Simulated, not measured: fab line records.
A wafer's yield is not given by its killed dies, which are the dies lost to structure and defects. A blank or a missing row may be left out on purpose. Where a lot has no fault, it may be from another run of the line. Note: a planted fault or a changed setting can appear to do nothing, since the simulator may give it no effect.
Which tool was responsible? ; flow sfq-line ; 14 lots with 42 wafers sampled at 3 steps, on a route of 325 steps

## WHAT THE GAUGES SHOWED, per wafer
SFQ_R5_OVL_MEAS_935.
lot;measured;on;R5_OVL (nm)
L957;day 55 08:19;overlay-02;2 7 4
L958;day 55 10:42;overlay-02;1 -1 -3
L959;day 58 21:40;overlay-02;0 5 5
L960;day 58 22:52;overlay-02;9 10 6
L961;day 59 02:28;overlay-01;2 4 4
L965;day 59 14:28;overlay-01;3 0 -2
L967;day 60 13:35;overlay-02;6 7 -2
L968;day 61 02:47;overlay-01;7 2 -5
L969;day 61 12:23;overlay-01;- - -
L970;day 61 19:59;overlay-01;- - -
L976;day 64 08:58;overlay-02;1 6 11
L978;day 64 14:19;overlay-02;5 9 5
L979;day 64 21:31;overlay-01;-4 -5 -6
L980;day 64 23:57;overlay-02;3 4 3

## TOOL THAT RAN EACH LOT (tool first, then ch and the chambers of the sampled wafers, then the start)
lot;SFQ_TRILAYER_M1_LITHO_EXPOSE_040;SFQ_TRILAYER_I1_DEP_PECVD_045
L957;krf-scanner-02 ch 0, day 17 07:11;pecvd-01 ch 0,1, day 17 09:07
L958;krf-scanner-01 ch 0, day 17 20:23;pecvd-02 ch 0,1,2, day 17 23:40
L959;krf-scanner-01 ch 0, day 25 17:00;pecvd-03 ch 0,1,2, day 25 20:17
L960;krf-scanner-01 ch 0, day 25 21:48;pecvd-01 ch 0,1,2, day 26 00:18
L961;krf-scanner-01 ch 0, day 26 00:36;pecvd-02 ch 0,1,2, day 26 02:42
L965;krf-scanner-02 ch 0, day 27 11:25;pecvd-03 ch 1,2, day 27 13:43
L967;krf-scanner-01 ch 0, day 28 01:06;pecvd-02 ch 0,1,2, day 28 03:35
L968;krf-scanner-01 ch 0, day 28 18:06;pecvd-02 ch 0,1, day 28 20:25
L969;krf-scanner-02, day 29 01:31;pecvd-01 ch 0,1, day 29 03:49
L970;krf-scanner-02, day 29 04:55;pecvd-03 ch 1,2, day 29 07:25
L976;krf-scanner-02 ch 0, day 31 19:43;pecvd-03 ch 1,2, day 31 21:52
L978;krf-scanner-01 ch 0, day 32 13:41;pecvd-01 ch 0,1,2, day 32 16:00
L979;krf-scanner-01 ch 0, day 32 18:29;pecvd-02 ch 1,2, day 32 20:47
L980;krf-scanner-01 ch 0, day 33 05:05;pecvd-03 ch 0,2, day 33 07:35
- SFQ_TRILAYER_M1_LITHO_EXPOSE_040: exposes mask M1, target cd 500 nm.
- SFQ_TRILAYER_I1_DEP_PECVD_045: deposits SiO2 from SiH4/N2O, time 111.11 s, target thk 500 nm.

## AS READ BY THE TOOLS THEMSELVES (means over the sampled wafers that have a number; for cases with no such wafer, the mark the record gives instead)
SFQ_TRILAYER_M1_LITHO_EXPOSE_040.
lot;tool;exposure-dose-mJ-cm2;focus-offset-nm (nm)
L957;krf-scanner-02;14.390;-0.5
L958;krf-scanner-01;14.390;0.0
L959;krf-scanner-01;14.391;0.2
L960;krf-scanner-01;14.409;0.1
L961;krf-scanner-01;14.392;1.6
L965;krf-scanner-02;14.407;-0.6
L967;krf-scanner-01;14.393;0.5
L968;krf-scanner-01;14.399;0.5
L969;krf-scanner-02;-;-
L970;krf-scanner-02;-;-
L976;krf-scanner-02;14.415;0.2
L978;krf-scanner-01;14.398;-0.3
L979;krf-scanner-01;14.390;-0.2
L980;krf-scanner-01;14.411;-0.3

SFQ_TRILAYER_I1_DEP_PECVD_045.
lot;tool;heater-power-w (W);rf-fwd-power-W (W);throttle-valve-pct (%)
L957;pecvd-01;75;182.3;24.9
L958;pecvd-02;92;182.1;24.7
L959;pecvd-03;85;182.6;23.9
L960;pecvd-01;82;182.2;25.3
L961;pecvd-02;86;182.2;24.9
L965;pecvd-03;85;183.1;24.7
L967;pecvd-02;86;182.6;25.3
L968;pecvd-02;91;182.5;25.7
L969;pecvd-01;76;182.8;24.7
L970;pecvd-03;82;182.5;24.7
L976;pecvd-03;103;182.9;24.2
L978;pecvd-01;83;182.6;25.2
L979;pecvd-02;78;183.3;25.2
L980;pecvd-03;100;182.3;23.6

## THE ANSWER, worked out from the rows above alone
Rule: the usual values come from the lots themselves. The widest of any qualifying gaps counts: lots, ordered by their means at a reading, are off when they make up no more than a third of the lots, leave a main group of 4 or more, and stand apart from it by 3 or more times the standard deviation of that group's means. If all means in a main group match to the digits the tables above print for the reading, that group is not used. Also off: a lot with no number at a reading for which 4 or more lots have one. The other lots that the step has rows for count as sound. First the gauges in route order, then the tools' own readings, where a lot's mean is used as printed above. At the first step where some lot is off, the reading lying furthest off is the one used; lots without a number count as furthest.
Off: L969, L970, seen at SFQ_R5_OVL_MEAS_935 (R5_OVL). Without a number there: L969, L970. Main group: mean 3 nm, sd 3.4.
If a tool, at a process step before that reading, ran all the lots that are off and no sound lot after the first of them, it fits. Not tried: the gauges at SFQ_R5_OVL_MEAS_935; whatever is off there is also off at SFQ_TRILAYER_M1_LITHO_EXPOSE_040, on other tools, and gauge error can't account for it. None of those tried fits.

## WHAT WAS PUT IN BY THE SIMULATOR
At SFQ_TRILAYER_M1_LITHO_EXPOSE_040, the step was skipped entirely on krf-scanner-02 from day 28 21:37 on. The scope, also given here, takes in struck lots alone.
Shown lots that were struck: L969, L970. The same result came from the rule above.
